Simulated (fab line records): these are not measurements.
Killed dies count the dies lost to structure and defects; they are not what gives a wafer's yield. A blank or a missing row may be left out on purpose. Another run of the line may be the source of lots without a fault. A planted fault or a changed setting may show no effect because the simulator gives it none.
fab line records	flow sky130
[record] lots = 5	wafers = 15	last_day = 50
route steps=708 shown SONOS_ONO@171 GATE_OXIDE@187 POLY_GATE@204 RES_PROTECT@206 SALICIDE@361 PAD_OPEN@708
lots that met no fault: from a run of the same line without faults
start_h: start of the lot's first displayed wafer, in hours after the record's first day	wait_h: hours since the lot's step before	" repeats the value in the row above	L1.1+2: a single row standing in for several wafers	- no value, or no start given	* or withheld: withheld	< > ~ a bound
route shown NAME@n: a module of which the file shows steps, and the number in the route of the first	usual: mean/standard deviation taken from wafers without a fault	same: alike in all rows	chamber/n: place in a boat	sites: readings site by site	_std_site: the values' standard deviation	_edge_site: inner sites' mean taken away from outer sites' mean	radius_mm: for every site, how far away it sits from the centre of the wafer	mask NAME#n: copy n	behind: tool/chamber where the wafer was last shaped	hold: cause of the lot's hold/its duration in hours/its outcome	device: whichever transistor did not switch (one of n, p or np)	end of line: the same wafers' tests at the end of the route	a step given without rows: its recipe and nothing more	killed: not the wafer's yield, but the dies lost to structure and defects at the first sort	map: per-die view of a wafer (x killed, . not killed, _ where there is no die)
set.NAME: the setting that was run; set.NAME@STEP: the one run at that earlier step	model.NAME: the simulator's own value behind a step, which no gauge read
lots seen at some steps along the route; tables by step, rows by wafer
services: from which hour (start_h, from the record's first day; less than 0 if before it) a tool's chamber was out of use, for how many hours, and why
[[steps]]
[step SKY_SONOS_ONO_THK_MEAS_03]
[recipe] reads = Si3N4_of_SONOS_ONO_CVD_02
[usual] SONOS_ONO_CVD_02_THK = 10.38/0.13
lot.wafer	tool	chamber	start_h	wait_h	SONOS_ONO_CVD_02_THK[nm]
L787.1	film_metro-02	-	280.69	0.0	10.06
L787.4	"	-	"	"	10.27
L787.6	"	-	"	"	10.37
L799.1	film_metro-02	-	380.97	0.0	10.25
L799.2	"	-	"	"	10.38
L799.6	"	-	"	"	10.35
L801.2	film_metro-02	-	391.41	0.0	10.51
L801.3	"	-	"	"	10.42
L801.6	"	-	"	"	10.51
L803.1	film_metro-02	-	407.47	0.0	10.68
L803.2	"	-	"	"	10.72
L803.5	"	-	"	"	10.74
L805.2	film_metro-01	-	430.96	0.0	10.38
L805.3	"	-	"	"	10.32
L805.5	"	-	"	"	10.26
[step SKY_SONOS_ONO_CVD_04]
[recipe] material = SiO2	precursor = SiH4/N2O	target_thk_nm = 5.7199	temp_c = 900	pressure_mtorr = 400
[step SKY_SONOS_ONO_THK_MEAS_05]
[recipe] reads = SiO2_of_SONOS_ONO_CVD_04
[usual] SONOS_ONO_CVD_04_THK = 5.70/0.11
lot.wafer	tool	chamber	start_h	wait_h	SONOS_ONO_CVD_04_THK[nm]
L787.1	film_metro-04	-	282.00	0.0	5.72
L787.4	"	-	"	"	5.69
L787.6	"	-	"	"	5.78
L799.1	film_metro-04	-	382.28	0.0	5.60
L799.2	"	-	"	"	5.67
L799.6	"	-	"	"	5.56
L801.2	film_metro-04	-	392.72	0.0	5.65
L801.3	"	-	"	"	5.81
L801.6	"	-	"	"	5.72
L803.1	film_metro-01	-	408.78	0.0	5.59
L803.2	"	-	"	"	5.59
L803.5	"	-	"	"	5.67
L805.2	film_metro-04	-	432.27	0.0	5.75
L805.3	"	-	"	"	5.62
L805.5	"	-	"	"	5.65
[step SKY_SONOS_ONO_DEHYDRATE_06]
[recipe] temp_c = 200	time_s = 60
[step SKY_SONOS_ONO_HMDS_07]
[recipe] prime_time_s = 60	prime_temp_c = 120
[step SKY_SONOS_ONO_COAT_08]
[recipe] resist = NOVOLAK	spin_rpm = 3000	resist_thk_nm = 1140
[step SKY_SONOS_ONO_SOFTBAKE_09]
[recipe] temp_c = 90	time_s = 60	resist = NOVOLAK
[step SKY_SONOS_ONO_EXPOSE_10]
[recipe] mask_id = ONOM	target_cd_nm = 410	na = 0.6	source_shape = conventional	sigma_outer = 0.6	dose_mj = 150
[step SKY_SONOS_ONO_PEB_11]
[recipe] temp_c = withheld	time_s = *	resist = NOVOLAK
[step SKY_SONOS_ONO_DEVELOP_12]
[recipe] develop_time_s = 60	dev_temp_c = 23
[step SKY_SONOS_ONO_CD_MEAS_13]
[recipe] target_cd_nm = 410
[usual] cd_nm = 409.3/2.3
lot.wafer	tool	chamber	start_h	wait_h	cd_nm
L787.1	cd_sem-02	-	306.98	0.1	415.7
L787.4	"	-	"	"	411.9
L787.6	"	-	"	"	410.5
L799.1	cd_sem-01	-	411.59	0.1	410.6
L799.2	"	-	"	"	411.7
L799.6	"	-	"	"	412.6
L801.2	cd_sem-01	-	422.55	0.1	408.1
L801.3	"	-	"	"	409.9
L801.6	"	-	"	"	409.7
L803.1	cd_sem-01	-	438.25	0.1	410.2
L803.2	"	-	"	"	410.9
L803.5	"	-	"	"	411.0
L805.2	cd_sem-02	-	463.05	0.1	409.8
L805.3	"	-	"	"	408.7
L805.5	"	-	"	"	410.1
[step SKY_SONOS_ONO_OVL_MEAS_14]
[usual] SONOS_ONO_OVL = 0.4/1.4
lot.wafer	tool	chamber	start_h	wait_h	SONOS_ONO_OVL[nm]
L787.1	overlay-01	-	307.10	0.1	-0.7
L787.4	"	-	"	"	1.7
L787.6	"	-	"	"	1.2
L799.1	overlay-01	-	411.71	0.1	-0.4
L799.2	"	-	"	"	1.4
L799.6	"	-	"	"	0.4
L801.2	overlay-02	-	422.66	0.1	0.8
L801.3	"	-	"	"	1.7
L801.6	"	-	"	"	2.9
L803.1	overlay-02	-	438.37	0.1	0.7
L803.2	"	-	"	"	0.2
L803.5	"	-	"	"	0.3
L805.2	overlay-01	-	463.16	0.1	0.6
L805.3	"	-	"	"	-0.2
L805.5	"	-	"	"	0.7
[step SKY_SONOS_ONO_ETCH_15]
[recipe] target_depth_nm = 19.52	chemistry = CHF3/O2	source_w = 600	bias_w = 200	pressure_mtorr = 40	chf3_flow_sccm = 50	O2_flow_sccm = 5	time_s = 7.8
[usual] bias_w = 199.9/0.62	drypump_motor_current_A = 5.9/0.57	oes_product_au = 1.003/0.013	throttle_valve_pct = 8.825/0.01
lot.wafer	tool	chamber	start_h	wait_h	bias_w	drypump_motor_current_A	oes_product_au	rf_hours_counter_h	throttle_valve_pct	model.etch.depth_nm	model.SONOS_ONO.feature_depth_nm	model.NOVOLAK_of_SONOS_ONO_COAT_08.thk_nm
L787.1	rie_diel-01	0	307.14	0.0	199.5	6.2	1.018	9	8.819	20.14	20.14	1127
L787.4	"	1	"	"	-	6.5	1.009	9	8.818	6.78	6.78	1138
L787.6	"	0	"	"	198.4	6.1	1.028	-	8.841	20.27	20.27	1123
L799.1	rie_diel-02	0	411.75	0.0	199.7	6.2	1.002	59	8.820	19.79	19.79	1124
L799.2	"	2	"	"	199.7	5.4	1.004	1	8.833	19.53	19.53	1127
L799.6	"	3	"	"	199.5	6.6	1.017	-	8.823	19.86	19.86	1120
L801.2	rie_diel-02	2	422.69	0.0	199.8	5.5	1.004	1	8.822	19.61	19.61	1128
L801.3	"	0	"	"	200.1	6.2	1.010	59	8.813	19.83	19.83	1126
L801.6	"	3	"	"	198.9	6.6	1.014	-	8.825	19.82	19.82	1125
L803.1	rie_diel-01	0	438.41	0.0	199.4	6.2	1.004	12	8.838	19.71	19.71	1117
L803.2	"	3	"	"	199.4	5.4	0.989	32	8.833	19.41	19.41	1124
L803.5	"	3	"	"	199.3	5.4	0.998	-	8.822	19.61	19.61	1119
L805.2	rie_diel-02	2	463.19	0.0	199.8	5.4	0.990	2	8.837	19.32	19.32	1132
L805.3	"	3	"	"	200.0	6.6	0.982	76	8.825	19.37	19.37	1128
L805.5	"	1	"	"	200.9	4.8	0.980	-	8.807	18.86	18.86	1128
[step SKY_SONOS_ONO_WET_ETCH_16]
[recipe] chemistry = dHF	target_depth_nm = 14	dry = n2_spin	target = SiO2	dilution = 100:1	temp_c = 25	time_s = 280
[step SKY_SONOS_ONO_STRIP_17]
[recipe] chemistry = O2/N2	power_w = 1400	pressure_mtorr = 1500	platen_temp_c = withheld	o2_flow_sccm = 3000	n2_flow_sccm = 300	overash_fraction = 0.5
[usual] drypump_motor_current_A = 6.10/0.21	oes_product_au = 0.710/0.0048	strip_time_to_endpoint_s = 14.11/0.035
lot.wafer	tool	chamber	start_h	wait_h	drypump_motor_current_A	oes_product_au	rf_hours_counter_h	strip_time_to_endpoint_s
L787.1	plasma_asher-02	0	307.25	0.0	6.09	0.708	51	14.13
L787.4	"	0	"	"	6.08	0.708	-	14.25
L787.6	"	0	"	"	6.06	0.718	-	14.09
L799.1	plasma_asher-03	0	411.86	0.0	5.71	0.714	27	14.11
L799.2	"	1	"	"	6.17	0.710	27	14.14
L799.6	"	0	"	"	5.72	0.708	-	14.04
L801.2	plasma_asher-03	1	422.79	0.0	6.16	0.707	28	14.14
L801.3	"	1	"	"	6.17	0.720	-	14.12
L801.6	"	0	"	"	5.71	0.709	-	14.13
L803.1	plasma_asher-03	1	438.52	0.0	6.20	0.698	30	14.02
L803.2	"	0	"	"	5.71	0.712	30	14.11
L803.5	"	0	"	"	5.71	0.707	-	14.05
L805.2	plasma_asher-03	1	463.29	0.0	6.17	0.701	32	14.20
L805.3	"	1	"	"	6.18	0.726	-	14.15
L805.5	"	1	"	"	6.16	0.710	-	14.14
[step SKY_SONOS_ONO_WET_ETCH_18]
[recipe] chemistry = H3PO4	target_depth_nm = 15	target = Si3N4	temp_c = 160	time_s = 172
[step SKY_GATE_OXIDE_CLEAN_00]
[recipe] chemistry = SC1/SC2	mix = 1:4:20	temp_c = 70	time_s = 150	dry = n2_spin
[step SKY_GATE_OXIDE_OXIDATION_01]
[recipe] temp_c = 900	ambient = O2	stabilise_s = 600	purge_s = 300	target_thk_a = 102.68	ox_time_s = 1473
[step SKY_GATE_OXIDE_THK_MEAS_02]
[recipe] reads = SiO2_of_GATE_OXIDE_OXIDATION_01
[usual] GATE_OXIDE_OXIDATION_00_THK = 10.33/0.17
lot.wafer	tool	chamber	start_h	wait_h	GATE_OXIDE_OXIDATION_00_THK[nm]
L787.1	film_metro-01	-	311.12	0.0	10.40
L787.4	"	-	"	"	10.45
L787.6	"	-	"	"	10.32
L799.1	film_metro-04	-	414.39	0.0	10.73
L799.2	"	-	"	"	10.67
L799.6	"	-	"	"	10.81
L801.2	film_metro-01	-	424.42	0.0	10.19
L801.3	"	-	"	"	10.24
L801.6	"	-	"	"	10.38
L803.1	film_metro-03	-	441.52	0.0	10.37
L803.2	"	-	"	"	10.27
L803.5	"	-	"	"	10.32
L805.2	film_metro-04	-	465.84	0.0	10.29
L805.3	"	-	"	"	10.51
L805.5	"	-	"	"	10.47
[step SKY_GATE_OXIDE_DEHYDRATE_03]
[recipe] temp_c = 200	time_s = 60
[step SKY_GATE_OXIDE_HMDS_04]
[recipe] prime_time_s = 60	prime_temp_c = 120
[step SKY_GATE_OXIDE_COAT_05]
[recipe] resist = NOVOLAK	spin_rpm = 3000	resist_thk_nm = 1140
[step SKY_GATE_OXIDE_SOFTBAKE_06]
[recipe] temp_c = 90	time_s = 60	resist = NOVOLAK
[step SKY_GATE_OXIDE_EXPOSE_07]
[recipe] mask_id = LVOM	na = 0.6	source_shape = conventional	sigma_outer = 0.6	polarization = unpolarized	target_cd_nm = 600	dose_mj = 170
[step SKY_GATE_OXIDE_PEB_08]
[recipe] temp_c = withheld	time_s = *	resist = NOVOLAK
[step SKY_GATE_OXIDE_DEVELOP_09]
[recipe] resist = NOVOLAK	developer = TMAH	develop_time_s = 60	dev_temp_c = 23
[step SKY_GATE_OXIDE_OVL_MEAS_10]
[usual] GATE_OXIDE_OVL = 0.5/1.8
lot.wafer	tool	chamber	start_h	wait_h	GATE_OXIDE_OVL[nm]
L787.1	overlay-02	-	337.25	0.1	2.2
L787.4	"	-	"	"	3.2
L787.6	"	-	"	"	2.6
L799.1	overlay-02	-	444.83	0.1	-0.9
L799.2	"	-	"	"	-1.5
L799.6	"	-	"	"	-3.5
L801.2	overlay-02	-	455.54	0.1	0.6
L801.3	"	-	"	"	1.5
L801.6	"	-	"	"	1.4
L803.1	overlay-01	-	472.83	0.1	4.3
L803.2	"	-	"	"	4.7
L803.5	"	-	"	"	2.0
L805.2	overlay-01	-	495.54	0.1	1.8
L805.3	"	-	"	"	1.4
L805.5	"	-	"	"	2.7
[step SKY_GATE_OXIDE_IMPLANT_11]
[recipe] species = B	energy_kev = 10	dose_cm2 = 2.6e+12	tilt_deg = withheld
[step SKY_GATE_OXIDE_WET_ETCH_12]
[recipe] chemistry = dHF	target_depth_nm = 16.8	dry = n2_spin	target = SiO2	dilution = 100:1	temp_c = 25	time_s = 336
[step SKY_GATE_OXIDE_STRIP_13]
[recipe] chemistry = O2/N2	power_w = 1400	pressure_mtorr = 1500	platen_temp_c = withheld	o2_flow_sccm = 3000	n2_flow_sccm = 300	overash_fraction = 0.5
[usual] drypump_motor_current_A = 6.05/0.26	oes_product_au = 0.716/0.0043	strip_time_to_endpoint_s = 14.18/0.039
lot.wafer	tool	chamber	start_h	wait_h	drypump_motor_current_A	oes_product_au	rf_hours_counter_h	strip_time_to_endpoint_s
L787.1	plasma_asher-02	1	337.54	0.0	6.39	0.716	54	14.11
L787.4	"	0	"	"	6.08	0.713	-	14.11
L787.6	"	1	"	"	6.38	0.715	-	14.13
L799.1	plasma_asher-02	1	445.12	0.0	6.37	0.716	66	14.18
L799.2	"	0	"	"	6.09	0.715	66	14.11
L799.6	"	1	"	"	6.31	0.712	-	14.15
L801.2	plasma_asher-02	0	455.84	0.0	6.07	0.721	66	14.19
L801.3	"	0	"	"	6.11	0.721	-	14.21
L801.6	"	1	"	"	6.37	0.717	-	14.24
L803.1	plasma_asher-03	1	473.12	0.0	6.18	0.717	33	14.22
L803.2	"	0	"	"	5.71	0.712	33	14.19
L803.5	"	1	"	"	6.17	0.705	-	14.18
L805.2	plasma_asher-02	1	495.83	0.0	6.33	0.717	71	14.12
L805.3	"	0	"	"	6.06	0.716	-	14.18
L805.5	"	1	"	"	6.32	0.717	-	14.17
[step SKY_GATE_OXIDE_TW_MEAS_14]
[usual] GATE_OXIDE_TW = 224.1/1.9
lot.wafer	tool	chamber	start_h	wait_h	GATE_OXIDE_TW
L787.1	film_metro-04	-	337.64	0.1	226.8
L787.4	"	-	"	"	226.3
L787.6	"	-	"	"	228.1
L799.1	film_metro-01	-	445.22	0.1	223.8
L799.2	"	-	"	"	223.2
L799.6	"	-	"	"	225.1
L801.2	film_metro-01	-	455.95	0.1	224.1
L801.3	"	-	"	"	224.3
L801.6	"	-	"	"	223.6
L803.1	film_metro-01	-	473.22	0.1	224.3
L803.2	"	-	"	"	223.9
L803.5	"	-	"	"	224.2
L805.2	film_metro-03	-	495.94	0.1	222.5
L805.3	"	-	"	"	222.6
L805.5	"	-	"	"	224.0
[step SKY_GATE_OXIDE_CLEAN_15]
[recipe] chemistry = SC1/SC2	mix = 1:4:20	temp_c = 70	time_s = 150	dry = n2_spin
[step SKY_GATE_OXIDE_OXIDATION_16]
[recipe] temp_c = 800	ambient = O2	idle_temp_c = 700	ramp_up_c_per_min = 10	ramp_down_c_per_min = 3	stabilise_s = 600	purge_s = 300	target_thk_a = 35.7	ox_time_s = 1915
[step SKY_POLY_GATE_CVD_00]
[recipe] material = poly-Si	target_thk_nm = 180	temp_c = 620	time_s = 720	pressure_mtorr = 200
[step SKY_POLY_GATE_THK_MEAS_01]
[recipe] reads = poly-Si_of_POLY_GATE_CVD_00
[usual] POLY_GATE_CVD_00_THK = 180.3/1.7
lot.wafer	tool	chamber	start_h	wait_h	POLY_GATE_CVD_00_THK[nm]
L787.1	film_metro-01	-	340.76	0.0	183.2
L787.4	"	-	"	"	183.2
L787.6	"	-	"	"	182.6
L799.1	film_metro-02	-	448.06	0.0	182.2
L799.2	"	-	"	"	179.3
L799.6	"	-	"	"	179.9
L801.2	film_metro-02	-	459.39	0.0	177.5
L801.3	"	-	"	"	176.6
L801.6	"	-	"	"	176.5
L803.1	film_metro-02	-	476.06	0.0	180.7
L803.2	"	-	"	"	183.1
L803.5	"	-	"	"	181.3
L805.2	film_metro-03	-	498.78	0.0	180.7
L805.3	"	-	"	"	182.4
L805.5	"	-	"	"	180.7
[step SKY_RES_PROTECT_DEHYDRATE_00]
[recipe] temp_c = 200	time_s = 60
[step SKY_RES_PROTECT_HMDS_01]
[recipe] prime_time_s = 60	prime_temp_c = 120
[step SKY_RES_PROTECT_COAT_02]
[recipe] resist = NOVOLAK	spin_rpm = 3000	resist_thk_nm = 1140
[step SKY_RES_PROTECT_SOFTBAKE_03]
[recipe] temp_c = 90	time_s = 60	resist = NOVOLAK
[step SKY_RES_PROTECT_EXPOSE_04]
[recipe] mask_id = RPM	na = 0.6	source_shape = conventional	sigma_outer = 0.6	polarization = unpolarized	target_cd_nm = 1270	dose_mj = 131
[step SKY_RES_PROTECT_PEB_05]
[recipe] temp_c = withheld	time_s = *	resist = NOVOLAK
[step SKY_RES_PROTECT_DEVELOP_06]
[recipe] resist = NOVOLAK	developer = TMAH	develop_time_s = 60	dev_temp_c = 23
[step SKY_SALICIDE_CLEAN_00]
[recipe] chemistry = HF-last	time_s = 30	dilution = 100:1	dry = ipa_marangoni
lot.wafer	tool	chamber	start_h	wait_h	model.SiO2_of_FIELD_ISO_CVD_24.thk_nm
L787.1	wet_bench-02	3	679.09	0.1	356.1
L787.4	"	3	"	"	360
L787.6	"	3	"	"	355
L799.1	wet_bench-04	3	779.03	0.1	356.3
L799.2	"	3	"	"	357.6
L799.6	"	3	"	"	357.9
L801.2	wet_bench-01	1	788.35	0.1	356.6
L801.3	"	1	"	"	357.1
L801.6	"	1	"	"	356.5
L803.1	wet_bench-04	0	801.14	0.1	359.2
L803.2	"	0	"	"	358.7
L803.5	"	0	"	"	358.4
L805.2	wet_bench-01	2	819.34	0.1	355.7
L805.3	"	2	"	"	358.3
L805.5	"	2	"	"	357.2
[step SKY_PAD_OPEN_PROBE_99]
lot.wafer	tool	chamber	start_h	wait_h	model.etest.nfet_16v.r_on_ohm_um	model.etest.pfet_16v.r_on_ohm_um	model.etest.pfet_g5v0d10v5.r_on_ohm_um	model.etest.nfet_g5v0d10v5.r_on_ohm_um	model.etest.nfet_g5v0d10v5.drive_ua_um	model.etest.tip_sonos.rs_ohm_sq	model.etest.nfet_05v0_nvt.drive_ua_um	model.etest.nfet_16v.drive_ua_um
L787.1	prober-01	-	1103.21	0.1	1.431e+04	1.537e+04	4764	1884	604	2768	581.5	222.6
L787.4	prober-01	-	1103.36	0.2	1.796e+04	1.615e+04	5444	2444	399.7	2924	424.7	131.4
L799.1	prober-01	-	1169.18	0.1	1.389e+04	1.531e+04	4856	1891	591.4	2808	567	221.7
L799.2	prober-01	-	1169.23	0.1	1.405e+04	1.541e+04	4823	1884	594.2	2775	572.4	218
L799.6	prober-01	-	1169.43	0.2	1.408e+04	1.561e+04	4913	1943	582	2847	558.4	215.6
L801.2	prober-01	-	1175.68	0.1	1.402e+04	1.491e+04	4747	1877	615.3	2681	580.8	225.5
L801.3	prober-01	-	1175.73	0.2	1.393e+04	1.453e+04	4678	1856	614.5	2635	575	225.4
L801.6	prober-01	-	1175.88	0.2	1.405e+04	1.505e+04	4757	1873	601.5	2742	575.7	219.7
L803.1	prober-02	-	1185.24	0.1	1.407e+04	1.547e+04	4873	1901	599.7	2669	569.2	221.8
L803.2	prober-02	-	1185.29	0.1	1.394e+04	1.527e+04	4861	1906	603.4	2633	578.8	223
L803.5	prober-02	-	1185.44	0.2	1.403e+04	1.54e+04	4790	1907	600.9	2656	572.6	221.6
L805.2	prober-01	-	1195.20	0.1	1.429e+04	1.536e+04	4752	1893	610.9	2618	579.6	221.7
L805.3	prober-01	-	1195.25	0.2	1.421e+04	1.461e+04	4778	1888	600.3	2743	567.3	219.2
L805.5	prober-01	-	1195.35	0.2	1.439e+04	1.454e+04	4780	1889	597.5	2712	568.7	220.1
// killed by level:class
L799.1 VIA2:geometric_particle:open=10 VIA1:geometric_particle:open=8 METAL1:geometric_particle:short=6 VIA1:geometric_particle:short=6 VIA3:geometric_particle:open=6 LI_CONTACT:geometric_particle:open=5 CONTACT:geometric_particle:open=5 METAL2:geometric_particle:short=5
L799.2 VIA1:geometric_particle:open=16 CONTACT:geometric_particle:open=11 VIA2:geometric_particle:open=8 VIA1:geometric_particle:short=7 METAL2:geometric_particle:short=6 CONTACT:geometric_particle:short=5 VIA3:geometric_particle:open=5 LI_CONTACT:geometric_particle:open=4
L799.6 VIA1:geometric_particle:open=14 CONTACT:geometric_particle:open=10 POLY_GATE:geometric_particle:open=7 VIA1:geometric_particle:short=7 VIA3:geometric_particle:open=7 METAL1:geometric_particle:short=5 FIELD_ISO:geometric_particle:short=3 LI_CONTACT:geometric_particle:open=3
L801.2 VIA1:geometric_particle:open=9 LI_CONTACT:geometric_particle:open=9 CONTACT:geometric_particle:open=8 METAL1:geometric_particle:short=5 VIA2:geometric_particle:open=5 POLY_GATE:geometric_particle:open=4 POLY_GATE:geometric_particle:short=4 LOCAL_INTERCONNECT:geometric_particle:short=4
L801.3 VIA1:geometric_particle:open=10 POLY_GATE:geometric_particle:open=6 LOCAL_INTERCONNECT:geometric_particle:short=6 VIA2:geometric_particle:open=6 VIA3:geometric_particle:open=6 METAL2:geometric_particle:short=5 POLY_GATE:geometric_particle:short=4 CONTACT:geometric_particle:short=4
L801.6 VIA1:geometric_particle:open=12 LI_CONTACT:geometric_particle:open=9 VIA2:geometric_particle:open=9 METAL2:geometric_particle:short=7 METAL1:geometric_particle:short=5 VIA3:geometric_particle:open=5 LOCAL_INTERCONNECT:geometric_particle:short=4 CONTACT:geometric_particle:open=4
L803.1 VIA1:geometric_particle:open=11 LI_CONTACT:geometric_particle:open=9 VIA1:geometric_particle:short=9 POLY_GATE:geometric_particle:short=7 CONTACT:geometric_particle:open=7 METAL1:geometric_particle:short=7 METAL2:geometric_particle:short=6 POLY_GATE:geometric_particle:open=6
L803.2 CONTACT:geometric_particle:open=14 VIA1:geometric_particle:open=10 METAL1:geometric_particle:short=7 VIA2:geometric_particle:open=7 VIA1:geometric_particle:short=5 CONTACT:geometric_particle:short=4 POLY_GATE:geometric_particle:short=3 LI_CONTACT:geometric_particle:open=3
L803.5 CONTACT:geometric_particle:open=14 VIA1:geometric_particle:open=12 LI_CONTACT:geometric_particle:open=10 LOCAL_INTERCONNECT:geometric_particle:short=8 CONTACT:geometric_particle:short=8 VIA2:geometric_particle:open=6 POLY_GATE:geometric_particle:short=5 VIA1:geometric_particle:short=5
L805.2 VIA1:geometric_particle:open=12 VIA2:geometric_particle:open=12 LI_CONTACT:geometric_particle:open=9 CONTACT:geometric_particle:open=9 VIA1:geometric_particle:short=8 VIA3:geometric_particle:open=6 FIELD_ISO:geometric_particle:open=5 FIELD_ISO:geometric_particle:short=5
L805.3 CONTACT:geometric_particle:open=10 VIA1:geometric_particle:open=8 VIA3:geometric_particle:open=8 POLY_GATE:geometric_particle:short=6 METAL1:geometric_particle:short=6 VIA1:geometric_particle:short=6 VIA2:geometric_particle:open=5 METAL2:geometric_particle:short=4
L805.5 VIA1:geometric_particle:short=11 VIA1:geometric_particle:open=11 CONTACT:geometric_particle:open=10 POLY_GATE:geometric_particle:open=8 VIA3:geometric_particle:open=6 FIELD_ISO:geometric_particle:open=5 POLY_GATE:geometric_particle:short=5 VIA3:geometric_particle:short=4
[[services]]
tool	chamber	start_h	hours	kind
rie_diel-01	2	291.94	5.5	repair
rie_diel-02	0	292.04	5.2	repair
rie_diel-01	3	301.54	4.8	repair
rie_diel-01	3	314.36	4.6	repair
rie_diel-02	3	314.55	7.2	repair
wet_bench-01	-	318.45	6.2	repair
rie_diel-02	0	353.46	2.4	repair
plasma_asher-03	-	373.65	14.6	pm
rie_diel-01	-	413.18	2.8	pm
rie_diel-01	2	435.89	7.2	repair
plasma_asher-03	-	522.08	15.6	pm
rie_diel-02	3	547.82	14.2	repair
rie_diel-02	-	573.53	15.6	pm
plasma_asher-02	-	581.26	2.8	pm
rie_diel-02	-	593.01	0.3	repair
rie_diel-02	2	595.13	4.3	repair
rie_diel-02	1	604.66	3.9	repair
plasma_asher-02	-	619.50	15.6	pm
rie_diel-02	0	624.73	3.2	repair
plasma_asher-03	-	643.88	1.2	repair
plasma_asher-03	-	674.02	4.0	pm
rie_diel-02	-	706.65	1.1	repair
rie_diel-02	2	707.74	7.6	repair
rie_diel-02	3	805.75	4.0	repair
[[key]]
[first_sign] step = SKY_SONOS_ONO_STRIP_17	reading = strip_time_to_endpoint_s	direction = up	sigmas = 4.1	usual = *	struck = *
effect none on later readings
[model_effect] step = SKY_SONOS_ONO_ETCH_15	value = etch.depth_nm	without = 19.98	struck = 6.78
[model_effect] step = SKY_SALICIDE_CLEAN_00	value = SiO2_of_FIELD_ISO_CVD_24.thk_nm	without = 357.8	struck = 360
[model_effect] step = SKY_PAD_OPEN_PROBE_99	value = etest.nfet_16v.r_on_ohm_um	without = 1.42e+04	struck = 1.796e+04
met_at SKY_SONOS_ONO_ETCH_15
struck_wafers L787.4
sort_left_out L787.4
tester_left_out L787
[fault] kind = process_parameter_drift	tool = rie_diel-01	chamber = 1	onset_h = 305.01	steps = SKY_SONOS_ONO_ETCH_15	channel = time_s	offset = *	shape = step	end_h = 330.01	acts_in = *	stated = *
// tester_left_out: of these lots the tester's yield and bins aren't shown, on N5 and GAA mostly nor the transistor test; their killed dies are dies lost to structure and defects alone, not to doping, threshold or leakage, so they don't give the yield
// sort_left_out: the simulated sort isn't trusted on such a fault, so these wafers' sort isn't shown, and their yield isn't known
